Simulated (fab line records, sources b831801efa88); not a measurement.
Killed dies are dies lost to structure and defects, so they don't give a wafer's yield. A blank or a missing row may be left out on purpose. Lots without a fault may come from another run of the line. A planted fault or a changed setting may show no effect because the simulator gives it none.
fab line records | flow gf180mcu
record lots=5 wafers=15 last_day=34
route steps=602 shown HV_LDD@196
lots that met no fault: from a run of the same line without faults
start_h: hours from the record's first day to the start of the lot's first wafer shown | wait_h: hours since the lot's step before | " the same as in the row above | L1.1+2: a row that stands for several wafers | - no value, or no start given | * or withheld: withheld | < > ~ a bound
route shown NAME@n: a module of which the file shows steps, and the number in the route of the first | usual: mean/standard deviation of fault-free wafers | same: alike in all rows | chamber/n: place in a boat | sites: the reading at each site | _std_site: their standard deviation | _edge_site: outer sites' mean less inner sites' | radius_mm: how far each site lies from the wafer's centre | mask NAME#n: copy n | behind: the tool/chamber that last shaped the wafer | hold: why the lot was held/for how many hours/how that ended | device: the transistor (n, p or np) that didn't switch | end of line: the same wafers' tests at the end of the route | a step without rows: its recipe alone | killed: dies lost to structure and defects at the first sort, not the wafer's yield | map: a wafer's dies, x killed, . not, _ none there
set.NAME: the setting as run; set.NAME@STEP: as run at that earlier step | model.NAME: the simulator's own value behind a step, which no gauge read
lots at some steps of the route; a table a step, a row a wafer
services: from which hour (start_h, from the record's first day; less than 0 if before it) a tool's chamber was out of use, for how many hours, and why
## steps
# step GF_HV_LDD_OVL_MEAS_20
# usual HV_LDD_01_OVL=-0.5/1.2
# columns lot.wafer tool chamber start_h wait_h HV_LDD_01_OVL[nm]
L082.3 overlay-01 - 295.35 0.1 -0.3
L082.5 " - " " 0.0
L082.6 " - " " -0.5
L083.2 overlay-02 - 305.24 0.1 -1.2
L083.4 " - " " -0.1
L083.5 " - " " -1.4
L092.3 overlay-02 - 376.04 0.1 0.8
L092.4 " - " " 1.0
L092.6 " - " " -0.2
L095.2 overlay-02 - 400.73 0.1 1.3
L095.3 " - " " -0.6
L095.6 " - " " -0.7
L097.2 overlay-01 - 408.93 0.1 -0.7
L097.4 " - " " -1.8
L097.6 " - " " -0.7
# step GF_HV_LDD_IMPLANT_21
# recipe species=BF2 energy_kev=25 dose_cm2=5e+13 tilt_deg=7
# columns lot.wafer tool chamber start_h wait_h
L082.3+5+6 implanter-04 0 295.43 0.1
L083.2+4+5 implanter-04 0 305.30 0.0
L092.3+4+6 implanter-04 0 376.11 0.1
L095.2+3+6 implanter-01 0 400.78 0.0
L097.2+4+6 implanter-01 0 408.98 0.0
# step GF_HV_LDD_STRIP_22
# recipe chemistry=O2/N2 power_w=1400 pressure_mtorr=1500 platen_temp_c=250 o2_flow_sccm=3000 n2_flow_sccm=300 overash_fraction=0.5
# usual drypump_motor_current_A=5.36/0.25 heater_power_w=322/27 oes_product_au=0.716/0.0047 strip_time_to_endpoint_s=12.63/0.035
# columns lot.wafer tool chamber start_h wait_h drypump_motor_current_A heater_power_w oes_product_au rf_hours_counter_h strip_time_to_endpoint_s
L082.3 plasma_asher-02 0 295.56 0.1 5.45 287 0.711 - 12.61
L082.5 " 1 " " 4.93 355 0.718 - 12.64
L082.6 " 0 " " 5.44 279 0.714 - 12.65
L083.2 plasma_asher-03 1 305.42 0.1 5.69 331 0.713 64 12.65
L083.4 " 0 " " 5.13 346 0.712 - 12.63
L083.5 " 1 " " 5.70 336 0.722 - 12.64
L092.3 plasma_asher-02 0 376.24 0.1 5.48 293 0.723 - 12.67
L092.4 " 1 " " 4.93 352 0.720 - 12.67
L092.6 " 1 " " 4.91 362 0.714 - 12.66
L095.2 plasma_asher-02 0 400.91 0.1 5.45 283 0.712 30 12.65
L095.3 " 1 " " 4.92 347 0.714 - 12.65
L095.6 " 1 " " 4.91 346 0.722 - 12.65
L097.2 plasma_asher-02 1 409.11 0.1 4.92 358 0.708 31 12.66
L097.4 " 1 " " 4.93 354 0.715 - 12.64
L097.6 " 1 " " 4.93 355 0.720 - 12.64
# step GF_HV_LDD_TW_MEAS_23
# usual HV_LDD_2_TW=1057/5.7
# columns lot.wafer tool chamber start_h wait_h HV_LDD_2_TW
L082.3 film_metro-03 - 295.65 0.1 1057
L082.5 " - " " 1056
L082.6 " - " " 1056
L083.2 film_metro-01 - 305.53 0.1 1067
L083.4 " - " " 1062
L083.5 " - " " 1062
L092.3 film_metro-02 - 376.33 0.1 1056
L092.4 " - " " 1061
L092.6 " - " " 1064
L095.2 film_metro-01 - 401.02 0.1 1053
L095.3 " - " " 1052
L095.6 " - " " 1048
L097.2 film_metro-01 - 409.22 0.1 1058
L097.4 " - " " 1053
L097.6 " - " " 1056
# step GF_HV_LDD_DEHYDRATE_24
# recipe temp_c=200 time_s=60
# usual chill_plate_temp_C=23.02/0.094 resist_line_temp_C=22.98/0.11
# columns lot.wafer tool chamber start_h wait_h chill_plate_temp_C resist_line_temp_C
L082.3 litho_track-01 0 305.75 10.1 22.87 22.98
L082.5 " 0 " " 22.87 23.06
L082.6 " 0 " " 23.05 22.96
L083.2 litho_track-04 0 314.64 9.1 23.08 22.92
L083.4 " 0 " " 23.10 23.04
L083.5 " 0 " " 22.93 23.10
L092.3 litho_track-03 0 386.82 10.5 23.19 22.88
L092.4 " 0 " " 23.29 22.86
L092.6 " 0 " " 23.14 22.73
L095.2 litho_track-04 0 412.24 11.2 23.10 23.14
L095.3 " 0 " " 22.91 22.84
L095.6 " 0 " " 23.02 22.96
L097.2 litho_track-03 0 420.84 11.6 23.18 23.03
L097.4 " 0 " " 23.06 22.95
L097.6 " 0 " " 22.90 22.89
# step GF_HV_LDD_HMDS_25
# recipe prime_time_s=60 prime_temp_c=120
# usual chill_plate_temp_C=23.01/0.1 resist_line_temp_C=23.01/0.1
# same prime_time_s=60
# columns lot.wafer tool chamber start_h wait_h chill_plate_temp_C resist_line_temp_C
L082.3 litho_track-01 0 305.90 0.1 23.08 22.86
L082.5 " 0 " " 23.17 22.90
L082.6 " 0 " " 23.24 22.78
L083.2 litho_track-04 0 314.79 0.1 22.98 22.92
L083.4 " 0 " " 23.02 23.00
L083.5 " 0 " " 23.04 23.07
L092.3 litho_track-03 0 386.97 0.1 23.12 23.04
L092.4 " 0 " " 23.12 23.32
L092.6 " 0 " " 23.12 23.06
L095.2 litho_track-04 0 412.39 0.1 23.02 23.07
L095.3 " 0 " " 23.09 23.16
L095.6 " 0 " " 23.01 23.09
L097.2 litho_track-03 0 420.99 0.1 22.87 22.94
L097.4 " 0 " " 23.14 22.96
L097.6 " 0 " " 22.93 23.01
# step GF_HV_LDD_COAT_26
# recipe resist=NOVOLAK spin_rpm=3000 resist_thk_nm=1000
# usual chill_plate_temp_C=22.99/0.1 resist_line_temp_C=22.99/0.12
# columns lot.wafer tool chamber start_h wait_h chill_plate_temp_C resist_line_temp_C
L082.3 litho_track-01 0 306.05 0.1 22.91 22.84
L082.5 " 0 " " 22.92 22.95
L082.6 " 0 " " 23.05 22.99
L083.2 litho_track-04 0 314.94 0.1 22.97 22.99
L083.4 " 0 " " 23.01 23.21
L083.5 " 0 " " 22.78 23.08
L092.3 litho_track-03 0 387.12 0.1 22.83 22.86
L092.4 " 0 " " 22.99 22.79
L092.6 " 0 " " 22.89 22.73
L095.2 litho_track-04 0 412.54 0.1 22.96 22.89
L095.3 " 0 " " 23.06 23.09
L095.6 " 0 " " 23.01 23.04
L097.2 litho_track-03 0 421.14 0.1 23.07 22.95
L097.4 " 0 " " 23.07 22.97
L097.6 " 0 " " 23.11 22.83
# step GF_HV_LDD_SOFTBAKE_27
# recipe temp_c=90 time_s=60 resist=NOVOLAK
# usual chill_plate_temp_C=22.99/0.094 resist_line_temp_C=23.01/0.11
# columns lot.wafer tool chamber start_h wait_h chill_plate_temp_C resist_line_temp_C
L082.3 litho_track-01 0 306.20 0.1 23.03 22.92
L082.5 " 0 " " 23.09 22.79
L082.6 " 0 " " 23.10 22.96
L083.2 litho_track-04 0 315.09 0.1 23.17 22.95
L083.4 " 0 " " 23.12 22.86
L083.5 " 0 " " 23.06 22.93
L092.3 litho_track-03 0 387.27 0.1 22.92 23.07
L092.4 " 0 " " 23.16 22.75
L092.6 " 0 " " 23.05 23.12
L095.2 litho_track-04 0 412.69 0.1 23.02 23.04
L095.3 " 0 " " 22.94 23.03
L095.6 " 0 " " 22.92 23.03
L097.2 litho_track-03 0 421.29 0.1 22.91 23.11
L097.4 " 0 " " 23.04 22.96
L097.6 " 0 " " 22.91 22.87
# step GF_HV_LDD_EXPOSE_28
# recipe mask_id=Nplus_HV_AREA target_cd_nm=400 na=0.6 source_shape=conventional sigma_outer=0.6 dose_mj=140
# columns lot.wafer tool chamber start_h wait_h mask
L082.3+5+6 iline_stepper-02 0 - - Nplus_HV_AREA#0
L083.2+4+5 iline_stepper-01 0 - - Nplus_HV_AREA#0
L092.3+4+6 iline_stepper-02 0 - - Nplus_HV_AREA#0
L095.2+3+6 iline_stepper-01 0 - - Nplus_HV_AREA#0
L097.2+4+6 iline_stepper-02 0 - - Nplus_HV_AREA#0
# step GF_HV_LDD_PEB_29
# recipe temp_c=withheld time_s=* resist=NOVOLAK
# usual chill_plate_temp_C=* resist_line_temp_C=*
# columns lot.wafer tool chamber start_h wait_h chill_plate_temp_C resist_line_temp_C
L082.3 litho_track-03 0 - - * *
L082.5 " 0 " " * *
L082.6 " 0 " " * *
L083.2 litho_track-04 0 - - * *
L083.4 " 0 " " * *
L083.5 " 0 " " * *
L092.3 litho_track-04 0 - - * *
L092.4 " 0 " " * *
L092.6 " 0 " " * *
L095.2 litho_track-01 0 - - * *
L095.3 " 0 " " * *
L095.6 " 0 " " * *
L097.2 litho_track-03 0 - - * *
L097.4 " 0 " " * *
L097.6 " 0 " " * *
# step GF_HV_LDD_DEVELOP_30
# recipe develop_time_s=60 dev_temp_c=23
# usual chill_plate_temp_C=22.99/0.11 resist_line_temp_C=22.99/0.11
# columns lot.wafer tool chamber start_h wait_h chill_plate_temp_C resist_line_temp_C
L082.3 litho_track-03 0 315.72 0.1 23.19 23.04
L082.5 " 0 " " 23.23 23.01
L082.6 " 0 " " 22.95 22.87
L083.2 litho_track-04 0 325.59 0.1 23.13 22.99
L083.4 " 0 " " 23.05 23.04
L083.5 " 0 " " 23.26 22.92
L092.3 litho_track-04 0 399.06 0.1 22.96 22.94
L092.4 " 0 " " 23.03 23.03
L092.6 " 0 " " 23.19 22.88
L095.2 litho_track-01 0 424.58 0.1 22.99 22.99
L095.3 " 0 " " 22.92 22.95
L095.6 " 0 " " 22.93 23.09
L097.2 litho_track-03 0 433.29 0.1 22.88 23.04
L097.4 " 0 " " 22.82 23.05
L097.6 " 0 " " 22.83 22.96
# step GF_HV_LDD_CD_MEAS_31
# recipe target_cd_nm=400
# usual cd_nm=399.8/2
# columns lot.wafer tool chamber start_h wait_h cd_nm
L082.3 cd_sem-01 - 315.86 0.1 400.8
L082.5 " - " " 400.9
L082.6 " - " " 400.8
L083.2 cd_sem-02 - 325.73 0.1 396.6
L083.4 " - " " 395.8
L083.5 " - " " 395.7
L092.3 cd_sem-02 - 399.20 0.1 397.7
L092.4 " - " " 397.9
L092.6 " - " " 396.9
L095.2 cd_sem-02 - 424.72 0.1 398.5
L095.3 " - " " 401.0
L095.6 " - " " 399.2
L097.2 cd_sem-02 - 433.44 0.1 397.4
L097.4 " - " " 398.6
L097.6 " - " " 400.2
# step GF_HV_LDD_OVL_MEAS_32
# usual HV_LDD_02_OVL=-1.2/1.4
# columns lot.wafer tool chamber start_h wait_h HV_LDD_02_OVL[nm]
L082.3 overlay-01 - 315.95 0.1 -1.4
L082.5 " - " " -1.7
L082.6 " - " " 0.2
L083.2 overlay-02 - 325.84 0.1 -3.0
L083.4 " - " " -2.6
L083.5 " - " " -1.8
L092.3 overlay-01 - 399.29 0.1 -1.7
L092.4 " - " " -2.3
L092.6 " - " " -0.5
L095.2 overlay-02 - 424.83 0.1 -2.1
L095.3 " - " " -1.2
L095.6 " - " " -1.1
L097.2 overlay-01 - 433.54 0.1 -2.3
L097.4 " - " " -1.3
L097.6 " - " " -1.4
# step GF_HV_LDD_IMPLANT_33
# recipe species=P energy_kev=60 dose_cm2=7.5e+12 tilt_deg=30 rotation_deg=0
# columns lot.wafer tool chamber start_h wait_h
L082.3+5+6 implanter-04 0 316.02 0.1
L083.2+4+5 implanter-01 0 325.89 0.0
L092.3+4+6 implanter-01 0 399.37 0.1
L095.2+3+6 implanter-01 0 424.88 0.0
L097.2+4+6 implanter-01 0 433.60 0.0
# step GF_HV_LDD_IMPLANT_34
# recipe species=P energy_kev=60 dose_cm2=7.5e+12 tilt_deg=30 rotation_deg=90
# columns lot.wafer tool chamber start_h wait_h
L082.3+5+6 implanter-04 0 316.17 0.1
L083.2+4+5 implanter-01 0 326.04 0.1
L092.3+4+6 implanter-01 0 399.52 0.1
L095.2+3+6 implanter-01 0 425.03 0.1
L097.2+4+6 implanter-01 0 433.75 0.1
# step GF_HV_LDD_IMPLANT_35
# recipe species=P energy_kev=60 dose_cm2=7.5e+12 tilt_deg=30 rotation_deg=180
# columns lot.wafer tool chamber start_h wait_h
L082.3+5+6 implanter-04 0 316.32 0.1
L083.2+4+5 implanter-01 0 326.19 0.1
L092.3+4+6 implanter-01 0 399.67 0.1
L095.2+3+6 implanter-01 0 425.18 0.1
L097.2+4+6 implanter-01 0 433.90 0.1
# step GF_HV_LDD_IMPLANT_36
# recipe species=P energy_kev=60 dose_cm2=7.5e+12 tilt_deg=28.67 rotation_deg=270
# columns lot.wafer tool chamber start_h wait_h
L082.3+5+6 implanter-04 0 316.47 0.1
L083.2+4+5 implanter-01 0 326.34 0.1
L092.3+4+6 implanter-01 0 399.82 0.1
L095.2+3+6 implanter-01 0 425.33 0.1
L097.2+4+6 implanter-01 0 434.05 0.1
# step GF_HV_LDD_STRIP_37
# recipe chemistry=O2/N2 power_w=1400 pressure_mtorr=1500 platen_temp_c=250 o2_flow_sccm=3000 n2_flow_sccm=300 overash_fraction=0.5
# usual drypump_motor_current_A=5.36/0.26 heater_power_w=325/26 oes_product_au=0.716/0.0044 strip_time_to_endpoint_s=12.63/0.032
# columns lot.wafer tool chamber start_h wait_h drypump_motor_current_A heater_power_w oes_product_au rf_hours_counter_h strip_time_to_endpoint_s
L082.3 plasma_asher-03 1 316.61 0.1 5.70 331 0.721 - 12.64
L082.5 " 1 " " 5.72 340 0.718 - 12.60
L082.6 " 0 " " 5.12 356 0.717 - 12.64
L083.2 plasma_asher-04 0 326.47 0.1 5.49 316 0.722 57 12.63
L083.4 " 0 " " 5.48 324 0.717 - 12.62
L083.5 " 0 " " 5.50 321 0.716 - 12.59
L092.3 plasma_asher-03 1 399.95 0.1 5.70 325 0.715 - 12.57
L092.4 " 0 " " 5.11 343 0.710 - 12.63
L092.6 " 0 " " 5.11 356 0.710 - 12.57
L095.2 plasma_asher-03 0 425.46 0.1 5.13 354 0.714 77 12.60
L095.3 " 0 " " 5.11 346 0.714 - 12.64
L095.6 " 0 " " 5.14 342 0.719 - 12.60
L097.2 plasma_asher-02 1 434.17 0.1 4.91 359 0.720 34 12.62
L097.4 " 1 " " 4.95 356 0.716 - 12.61
L097.6 " 1 " " 4.96 359 0.725 - 12.62
# step GF_HV_LDD_TW_MEAS_38
# usual HV_LDD_3_TW=1439/7.9
# columns lot.wafer tool chamber start_h wait_h HV_LDD_3_TW
L082.3 film_metro-03 - 316.69 0.1 1431
L082.5 " - " " 1428
L082.6 " - " " 1420
L083.2 film_metro-02 - 326.58 0.1 1444
L083.4 " - " " 1441
L083.5 " - " " 1447
L092.3 film_metro-01 - 400.04 0.1 1436
L092.4 " - " " 1438
L092.6 " - " " 1444
L095.2 film_metro-01 - 425.57 0.1 1434
L095.3 " - " " 1434
L095.6 " - " " 1434
L097.2 film_metro-03 - 434.28 0.1 1437
L097.4 " - " " 1434
L097.6 " - " " 1441
# step GF_HV_LDD_DEHYDRATE_39
# recipe temp_c=200 time_s=60
# usual chill_plate_temp_C=22.99/0.1 resist_line_temp_C=23.01/0.11
# columns lot.wafer tool chamber start_h wait_h chill_plate_temp_C resist_line_temp_C
L082.3 litho_track-04 0 326.96 10.3 23.09 23.09
L082.5 " 0 " " 23.15 22.97
L082.6 " 0 " " 23.07 22.94
L083.2 litho_track-03 0 335.99 9.4 22.79 22.95
L083.4 " 0 " " 22.83 23.11
L083.5 " 0 " " 22.90 22.99
L092.3 litho_track-03 0 410.57 10.5 23.03 23.04
L092.4 " 0 " " 23.04 22.97
L092.6 " 0 " " 23.03 22.76
L095.2 litho_track-01 0 436.73 11.1 23.08 22.80
L095.3 " 0 " " 22.93 22.96
L095.6 " 0 " " 23.12 22.89
L097.2 litho_track-01 0 445.68 11.4 22.94 23.24
L097.4 " 0 " " 22.95 22.99
L097.6 " 0 " " 22.98 23.11
# step GF_HV_LDD_HMDS_40
# recipe prime_time_s=60 prime_temp_c=120
# usual chill_plate_temp_C=22.99/0.1 resist_line_temp_C=22.99/0.11
# same prime_time_s=60
# columns lot.wafer tool chamber start_h wait_h chill_plate_temp_C resist_line_temp_C
L082.3 litho_track-04 0 327.11 0.1 23.10 22.91
L082.5 " 0 " " 23.06 23.20
L082.6 " 0 " " 23.15 23.19
L083.2 litho_track-03 0 336.14 0.1 23.08 23.10
L083.4 " 0 " " 23.01 23.01
L083.5 " 0 " " 22.99 22.92
L092.3 litho_track-03 0 410.72 0.1 22.97 23.12
L092.4 " 0 " " 22.93 23.22
L092.6 " 0 " " 23.00 23.07
L095.2 litho_track-01 0 436.88 0.1 23.16 23.12
L095.3 " 0 " " 23.02 23.13
L095.6 " 0 " " 23.17 23.25
L097.2 litho_track-01 0 445.83 0.1 23.01 22.93
L097.4 " 0 " " 23.04 22.81
L097.6 " 0 " " 23.03 22.90
# step GF_HV_LDD_COAT_41
# recipe resist=NOVOLAK spin_rpm=3000 resist_thk_nm=1000
# usual chill_plate_temp_C=22.99/0.11 resist_line_temp_C=23.01/0.12
# columns lot.wafer tool chamber start_h wait_h chill_plate_temp_C resist_line_temp_C
L082.3 litho_track-04 0 327.26 0.1 22.81 23.12
L082.5 " 0 " " 22.99 23.16
L082.6 " 0 " " 22.87 23.26
L083.2 litho_track-03 0 336.29 0.1 23.13 23.04
L083.4 " 0 " " 23.05 23.06
L083.5 " 0 " " 23.03 22.96
L092.3 litho_track-03 0 410.87 0.1 23.11 23.09
L092.4 " 0 " " 22.94 22.89
L092.6 " 0 " " 22.93 22.95
L095.2 litho_track-01 0 437.03 0.1 22.83 23.06
L095.3 " 0 " " 22.84 22.91
L095.6 " 0 " " 22.92 23.02
L097.2 litho_track-01 0 445.98 0.1 22.95 23.07
L097.4 " 0 " " 23.02 22.86
L097.6 " 0 " " 22.82 23.11
# step GF_HV_LDD_SOFTBAKE_42
# recipe temp_c=90 time_s=60 resist=NOVOLAK
# usual chill_plate_temp_C=23.02/0.11 resist_line_temp_C=22.99/0.11
# columns lot.wafer tool chamber start_h wait_h chill_plate_temp_C resist_line_temp_C
L082.3 litho_track-04 0 327.41 0.1 23.05 22.91
L082.5 " 0 " " 23.17 23.06
L082.6 " 0 " " 23.03 23.08
L083.2 litho_track-03 0 336.44 0.1 23.09 23.15
L083.4 " 0 " " 23.14 23.10
L083.5 " 0 " " 23.26 23.05
L092.3 litho_track-03 0 411.02 0.1 22.79 23.00
L092.4 " 0 " " 22.99 23.02
L092.6 " 0 " " 23.00 23.02
L095.2 litho_track-01 0 437.18 0.1 22.96 22.97
L095.3 " 0 " " 23.02 22.76
L095.6 " 0 " " 23.05 23.00
L097.2 litho_track-01 0 446.13 0.1 23.20 22.96
L097.4 " 0 " " 22.97 22.91
L097.6 " 0 " " 23.03 22.96
# step GF_HV_LDD_EXPOSE_43
# recipe mask_id=Pplus_HV_AREA target_cd_nm=400 na=0.6 source_shape=conventional sigma_outer=0.6 dose_mj=140
# columns lot.wafer tool chamber start_h wait_h mask
L082.3+5+6 iline_stepper-01 0 - - Pplus_HV_AREA#0
L083.2+4+5 iline_stepper-02 0 - - Pplus_HV_AREA#0
L092.3+4+6 iline_stepper-02 0 - - Pplus_HV_AREA#0
L095.2+3+6 iline_stepper-01 0 - - Pplus_HV_AREA#0
L097.2+4+6 iline_stepper-02 0 - - Pplus_HV_AREA#0
# step GF_HV_LDD_PEB_44
# recipe temp_c=withheld time_s=* resist=NOVOLAK
# usual chill_plate_temp_C=* resist_line_temp_C=*
# columns lot.wafer tool chamber start_h wait_h chill_plate_temp_C resist_line_temp_C
L082.3 litho_track-01 0 - - * *
L082.5 " 0 " " * *
L082.6 " 0 " " * *
L083.2 litho_track-04 0 - - * *
L083.4 " 0 " " * *
L083.5 " 0 " " * *
L092.3 litho_track-03 0 - - * *
L092.4 " 0 " " * *
L092.6 " 0 " " * *
L095.2 litho_track-04 0 - - * *
L095.3 " 0 " " * *
L095.6 " 0 " " * *
L097.2 litho_track-04 0 - - * *
L097.4 " 0 " " * *
L097.6 " 0 " " * *
# step GF_HV_LDD_DEVELOP_45
# recipe develop_time_s=60 dev_temp_c=23
# usual chill_plate_temp_C=23.02/0.13 resist_line_temp_C=22.99/0.09
# columns lot.wafer tool chamber start_h wait_h chill_plate_temp_C resist_line_temp_C
L082.3 litho_track-01 0 337.20 0.1 22.84 23.04
L082.5 " 0 " " 23.07 23.02
L082.6 " 0 " " 23.02 22.88
L083.2 litho_track-04 0 347.04 0.1 22.91 22.88
L083.4 " 0 " " 22.94 23.01
L083.5 " 0 " " 22.91 22.81
L092.3 litho_track-03 0 422.97 0.1 23.11 23.01
L092.4 " 0 " " 23.28 23.04
L092.6 " 0 " " 22.99 23.00
L095.2 litho_track-04 0 449.73 0.1 23.09 22.85
L095.3 " 0 " " 23.09 22.97
L095.6 " 0 " " 23.04 22.95
L097.2 litho_track-04 0 457.73 0.1 22.92 23.03
L097.4 " 0 " " 22.63 22.88
L097.6 " 0 " " 22.87 22.99
# step GF_HV_LDD_CD_MEAS_46
# recipe target_cd_nm=400
# usual cd_nm=400.5/1.8
# columns lot.wafer tool chamber start_h wait_h cd_nm
L082.3 cd_sem-01 - 337.34 0.1 402.2
L082.5 " - " " 401.6
L082.6 " - " " 401.4
L083.2 cd_sem-02 - 347.18 0.1 402.3
L083.4 " - " " 401.6
L083.5 " - " " 400.4
L092.3 cd_sem-02 - 423.11 0.1 400.7
L092.4 " - " " 401.1
L092.6 " - " " 402.8
L095.2 cd_sem-02 - 449.88 0.1 401.5
L095.3 " - " " 401.9
L095.6 " - " " 402.5
L097.2 cd_sem-01 - 457.88 0.1 399.8
L097.4 " - " " 401.6
L097.6 " - " " 400.4
# step GF_HV_LDD_OVL_MEAS_47
# usual HV_LDD_03_OVL=-0.7/1.5
# columns lot.wafer tool chamber start_h wait_h HV_LDD_03_OVL[nm]
L082.3 overlay-01 - 337.44 0.1 -1.9
L082.5 " - " " 0.3
L082.6 " - " " 0.9
L083.2 overlay-01 - 347.29 0.1 -2.2
L083.4 " - " " -1.0
L083.5 " - " " -1.4
L092.3 overlay-02 - 423.20 0.1 -0.1
L092.4 " - " " 0.3
L092.6 " - " " -1.3
L095.2 overlay-02 - 449.99 0.1 1.0
L095.3 " - " " 1.4
L095.6 " - " " 2.0
L097.2 overlay-02 - 457.99 0.1 -4.1
L097.4 " - " " -1.2
L097.6 " - " " -4.1
# step GF_HV_LDD_IMPLANT_48
# recipe species=B energy_kev=25 dose_cm2=3e+13 tilt_deg=7
# columns lot.wafer tool chamber start_h wait_h
L082.3+5+6 implanter-01 0 337.51 0.1
L083.2+4+5 implanter-04 0 347.34 0.0
L092.3+4+6 implanter-03 0 423.27 0.1
L095.2+3+6 implanter-03 0 450.04 0.0
L097.2+4+6 implanter-01 0 458.04 0.0
# step GF_HV_LDD_STRIP_49
# recipe chemistry=O2/N2 power_w=1400 pressure_mtorr=1500 platen_temp_c=250 o2_flow_sccm=3000 n2_flow_sccm=300 overash_fraction=0.5
# usual drypump_motor_current_A=5.35/0.26 heater_power_w=324/28 oes_product_au=0.716/0.0045 strip_time_to_endpoint_s=12.64/0.033
# columns lot.wafer tool chamber start_h wait_h drypump_motor_current_A heater_power_w oes_product_au rf_hours_counter_h strip_time_to_endpoint_s
L082.3 plasma_asher-02 0 337.64 0.1 5.44 280 0.718 - 12.63
L082.5 " 0 " " 5.45 293 0.717 - 12.62
L082.6 " 1 " " 4.93 354 0.720 - 12.65
L083.2 plasma_asher-03 0 347.47 0.1 5.12 347 0.713 69 12.66
L083.4 " 1 " " 5.72 332 0.714 - 12.64
L083.5 " 1 " " 5.73 336 0.715 - 12.64
L092.3 plasma_asher-02 1 423.41 0.1 4.93 359 0.716 - 12.64
L092.4 " 0 " " 5.46 282 0.713 - 12.59
L092.6 " 1 " " 4.96 352 0.721 - 12.59
L095.2 plasma_asher-04 1 450.17 0.1 5.41 285 0.725 70 12.63
L095.3 " 0 " " 5.49 320 0.719 - 12.69
L095.6 " 0 " " 5.49 326 0.722 - 12.66
L097.2 plasma_asher-02 1 458.17 0.1 4.91 357 0.707 37 12.61
L097.4 " 1 " " 4.91 348 0.718 - 12.61
L097.6 " 0 " " 5.46 289 0.722 - 12.60
# step GF_HV_LDD_TW_MEAS_50
# usual HV_LDD_4_TW=570.6/2.6
# columns lot.wafer tool chamber start_h wait_h HV_LDD_4_TW
L082.3 film_metro-02 - 337.73 0.1 571.8
L082.5 " - " " 571.8
L082.6 " - " " 570.7
L083.2 film_metro-02 - 347.58 0.1 572.7
L083.4 " - " " 575.3
L083.5 " - " " 574.7
L092.3 film_metro-01 - 423.49 0.1 571.4
L092.4 " - " " 566.9
L092.6 " - " " 569.5
L095.2 film_metro-03 - 450.28 0.1 568.5
L095.3 " - " " 569.3
L095.6 " - " " 571.0
L097.2 film_metro-02 - 458.28 0.1 574.0
L097.4 " - " " 575.3
L097.6 " - " " 572.7
# step GF_HV_LDD_CLEAN_51
# recipe chemistry=SC1/SC2 mix=1:4:20 temp_c=70 time_s=150 dry=n2_spin
# usual bath_guard_temp_C=69.8/0.5 bath_heat_duty_pct=12.8/1.5
# columns lot.wafer tool chamber start_h wait_h bath_guard_temp_C bath_heat_duty_pct
L082.3 wet_bench-04 3 337.77 0.0 69.0 14.4
L082.5 " 3 " " 69.3 12.5
L082.6 " 3 " " 69.5 14.4
L083.2 wet_bench-04 1 347.63 0.0 70.0 12.0
L083.4 " 1 " " 69.9 12.2
L083.5 " 1 " " 70.5 11.3
L092.3 wet_bench-04 3 423.53 0.0 69.4 13.8
L092.4 " 3 " " 68.9 15.6
L092.6 " 3 " " 69.3 13.9
L095.2 wet_bench-02 1 450.33 0.0 70.0 11.3
L095.3 " 1 " " 70.2 11.8
L095.6 " 1 " " 70.0 11.4
L097.2 wet_bench-03 2 458.33 0.0 69.9 10.6
L097.4 " 2 " " 70.1 11.9
L097.6 " 2 " " 70.3 11.5
# step GF_HV_LDD_RTA_52
# recipe temp_c=1000 time_s=10 ambient=N2
# usual lamp_power_pct=32.7/0.94 wafer_temp_C_max=1005.5/1.2
# columns lot.wafer tool chamber start_h wait_h lamp_power_pct wafer_temp_C_max
L082.3 rtp_anneal-01 0 337.84 0.0 31.8 1007.3
L082.5 " 0 " " 31.9 1006.2
L082.6 " 0 " " 31.8 1005.4
L083.2 rtp_anneal-01 0 347.69 0.0 31.8 1004.3
L083.4 " 0 " " 31.8 1006.8
L083.5 " 0 " " 31.8 1005.6
L092.3 rtp_anneal-01 0 423.60 0.0 31.8 1005.2
L092.4 " 0 " " 31.8 1006.3
L092.6 " 0 " " 31.8 1005.8
L095.2 rtp_anneal-02 0 450.39 0.0 33.7 1004.5
L095.3 " 0 " " 33.7 1005.2
L095.6 " 0 " " 33.7 1004.3
L097.2 rtp_anneal-01 0 458.45 0.0 31.7 1005.0
L097.4 " 0 " " 31.8 1004.0
L097.6 " 0 " " 31.8 1005.3
# step GF_HV_LDD_CVD_54
# recipe material=SiO2 target_thk_nm=10 precursor=TEOS temp_c=680 time_s=75 pressure_mtorr=400
# usual zone_power_upper_pct=9.6/0.51
# columns lot.wafer tool chamber start_h wait_h zone_power_upper_pct
L082.3 lpcvd-01 1 338.56 0.6 9.6
L082.5 " 1 " " 9.6
L082.6 " 1 " " 9.4
L083.2 lpcvd-01 1 350.53 2.7 9.6
L083.4 " 1 " " 9.5
L083.5 " 1 " " 9.4
L092.3 lpcvd-01 1 423.77 0.1 9.6
L092.4 " 1 " " 9.5
L092.6 " 1 " " 9.5
L095.2 lpcvd-01 1 450.57 0.1 9.5
L095.3 " 1 " " 9.6
L095.6 " 1 " " 9.4
L097.2 lpcvd-01 1 458.62 0.1 9.4
L097.4 " 1 " " 9.4
L097.6 " 1 " " 9.5
# step GF_HV_LDD_THK_MEAS_55
# recipe reads=SiO2_of_HV_LDD_CVD_54
# usual HV_LDD_CVD_54_THK=10.07/0.18
# columns lot.wafer tool chamber start_h wait_h HV_LDD_CVD_54_THK[nm]
L082.3 film_metro-02 - 339.60 0.0 9.86
L082.5 " - " " 9.80
L082.6 " - " " 9.87
L083.2 film_metro-03 - 351.56 0.0 10.16
L083.4 " - " " 10.21
L083.5 " - " " 10.19
L092.3 film_metro-02 - 424.81 0.0 10.01
L092.4 " - " " 10.18
L092.6 " - " " 10.16
L095.2 film_metro-02 - 451.60 0.0 10.12
L095.3 " - " " 10.21
L095.6 " - " " 10.07
L097.2 film_metro-01 - 459.65 0.0 10.12
L097.4 " - " " 10.13
L097.6 " - " " 10.17
## services
# columns tool chamber start_h hours kind
litho_track-04 - 276.72 - consumable_replace:filter
plasma_asher-03 - 296.21 0.7 repair
litho_track-03 - 324.83 - consumable_replace:filter
lpcvd-01 - 344.42 6.1 pm
implanter-03 - 367.81 17.9 pm
iline_stepper-02 0 370.20 - calibration
plasma_asher-04 - 371.77 9.3 repair
lpcvd-01 - 374.86 4.3 pm
lpcvd-01 - 386.32 2.8 pm
wet_bench-04 - 412.31 10.3 repair
implanter-04 - 414.56 3.4 repair
iline_stepper-01 - 414.78 1.7 pm
iline_stepper-02 - 431.04 7.4 repair
iline_stepper-02 - 454.01 1.7 pm
implanter-03 - 456.40 15.0 pm
litho_track-03 - 457.96 - consumable_replace:filter
## key
fault none
